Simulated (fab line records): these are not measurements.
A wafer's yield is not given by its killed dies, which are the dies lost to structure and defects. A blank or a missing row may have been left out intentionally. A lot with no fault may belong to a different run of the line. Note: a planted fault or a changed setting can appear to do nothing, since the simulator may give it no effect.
Chamber matching    flow sfqLine    4 sister chambers for SFQ_TRILAYER_I7_CMP_CMP_184 on cmp-02
The step polishes SiO2. 4 wafers are shown with their chamber, then 9 later ones without.

== EACH WAFER AND ITS CHAMBER ==
wafer   chamber  motorCurrentA (A)
L146.6  3        10.0
L147.1  2        9.8
L147.5  0        10.5
L147.6  1        9.0

== WAFERS MISSING THEIR CHAMBER ==
wafer   motorCurrentA (A)
L150.2  9.1
L150.4  11.1
L150.5  9.0
L151.2  9.8
L151.1  10.1
L151.3  8.9
L152.1  8.7
L152.4  9.6
L152.5  9.3

== CHAMBER TAKEN BY EACH ==
wafer   from the rows above           in truth
L150.2  1                             1
L150.4  can't be placed: 0 or 3       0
L150.5  1                             1
L151.2  can't be placed: 2 or 3       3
L151.1  can't be placed: 3 or 2 or 0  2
L151.3  1                             1
L152.1  1                             1
L152.4  can't be placed: 2 or 3 or 1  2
L152.5  can't be placed: 1 or 2 or 3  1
Placed correctly: 4 of 9. From these rows, 5 cannot be placed; in 5 the true chamber is one of the candidates. Wrongly placed: 0.
How it was worked out, from the rows above alone: a wafer's distance from a chamber is the root of the sum, over the readings, of the square of ((its reading less the chamber's mean) divided by the reading's scatter). The wafer belongs to the nearest chamber; if the next one is less than 2 further off, it can't be placed. For every chamber, the mean is computed from those of its wafers that are shown. The scatter: root of mean squared gap, hidden wafer to nearest shown wafer, with one shown wafer a chamber.
